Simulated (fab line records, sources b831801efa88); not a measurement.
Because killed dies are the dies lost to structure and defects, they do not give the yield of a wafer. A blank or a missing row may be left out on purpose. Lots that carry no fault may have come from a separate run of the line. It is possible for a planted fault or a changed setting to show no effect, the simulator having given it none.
A struck lot beside a sound one / flow sfq line / 13 steps out of a route of 325
Sound: the wafers L246.2, L246.3, L246.4. Struck: wafers L248.1, L248.2. (L248.6 of the same lot was not struck and is left out.) The cause comes at the end.
For every step that has rows: the tool of each side, followed by ch and its chambers, followed by its first start. Under that, the readings that differ: sound wafers / struck wafers / difference of the means / sigmas: that difference in standard deviations of wafers without a fault.
alike: readings with means less than 2 such deviations apart, plus words and numbers identical on both sides. not compared: withheld readings, readings lacking a value on some wafer, bounds such as >300 that could conceal the same value, and numbers that have no deviation in the record and whose values overlap.
Wherever a step has rows on one side only, a row that says differs or no value, or a row with sigmas, the two part there. When numbers do not overlap yet have no deviation, they are printed without sigmas and do not part them. Lack of a reading on every wafer of one side parts them only where that side has two or more wafers.

first, 1 step without rows for these wafers: SFQ_TRILAYER_M4_DEP_PRE_CLEAN_092 (time 22.5 s).
SFQ_TRILAYER_M4_DEP_SPUTTER_091: material Nb, target thk 200 nm, time 133.3 s.
  sound on pvd sputter-04 at day 52 15:55; struck on pvd sputter-05 at day 53 17:41
reading=throttle valve pct (%); sound=30.6 29.4 31.6; struck=29.0 28.9; difference=-1.6; sigmas=-2
SFQ_M4_RS_MEAS_924: uses a four-point probe to measure.
  sound on film metro-04 at day 52 16:02; struck on film metro-03 at day 53 17:47
  alike: M4_NB_RS
then, 6 steps without rows for these wafers: SFQ_TRILAYER_M4_LITHO_COAT_098 (resist thk 62 nm); SFQ_TRILAYER_M4_LITHO_COAT_093 (resist thk 600 nm); SFQ_TRILAYER_M4_LITHO_SOFTBAKE_097; SFQ_TRILAYER_M4_LITHO_EXPOSE_094 (exposes mask M4, target cd 500 nm); SFQ_TRILAYER_M4_LITHO_PEB_096 (peb time 60 s); SFQ_TRILAYER_M4_LITHO_DEVELOP_095 (time 60 s).
-- the record jumps here: 5 days lie between the struck wafers' starts before and after --
SFQ_M4_OVL_MEAS_926:
  sound on overlay-02 at day 58 07:45; struck on overlay-02 at day 59 04:09
  alike: M4_OVL
SFQ_TRILAYER_M4_BARC_OPEN_METAL_ETCH_123: etches BARC in O2, target depth 125 nm, time 41.7 s.
  sound on rie metal-03 ch 0,1, day 58 07:47; struck on rie metal-03 ch 0,1, day 59 04:11
  alike: drypump motor current A, oes product au
  not compared: rf hours counter h
SFQ_TRILAYER_M4_ETCH_METAL_ETCH_096: etches Nb in Cl2/Ar, stops on SiO2, target depth 240 nm, time 120 s.
  sound on rie metal-03 ch 0,1, day 58 07:50; struck on rie metal-03 ch 0,1, day 59 04:14
reading=model.KrF_of_TRILAYER_M4_LITHO_COAT_093.thk nm (nm); sound=379.3 380.4 380.8; struck=331.1 330.1; difference=-49.6; sigmas=
reading=model.SiO2_of_TRILAYER_I3_DEP_PECVD_081.thk nm (nm); sound=189.6 192 190.5; struck=182.4 183.5; difference=-7.8; sigmas=
reading=model.M4.feature depth nm (nm); sound=197.2 197.6 197.4; struck=209.5 208.1; difference=+11.4; sigmas=
  alike: drypump motor current A, oes product au
  not compared: rf hours counter h
SFQ_TRILAYER_M4_STRIP_STRIP_097: strips in O2.
  sound on rie metal-03 ch 0,1, day 58 07:58; struck on rie metal-03 ch 0,1, day 59 04:22
  alike: drypump motor current A, oes product au
  not compared: rf hours counter h

== WHERE THEY PART ==
Within this record, at SFQ_TRILAYER_M4_DEP_SPUTTER_091 only. Later steps at which nothing parts them and some readings are alike: SFQ_M4_RS_MEAS_924, SFQ_M4_OVL_MEAS_926, SFQ_TRILAYER_M4_BARC_OPEN_METAL_ETCH_123, SFQ_TRILAYER_M4_ETCH_METAL_ETCH_096, SFQ_TRILAYER_M4_STRIP_STRIP_097.

WHY: what the simulator had put in
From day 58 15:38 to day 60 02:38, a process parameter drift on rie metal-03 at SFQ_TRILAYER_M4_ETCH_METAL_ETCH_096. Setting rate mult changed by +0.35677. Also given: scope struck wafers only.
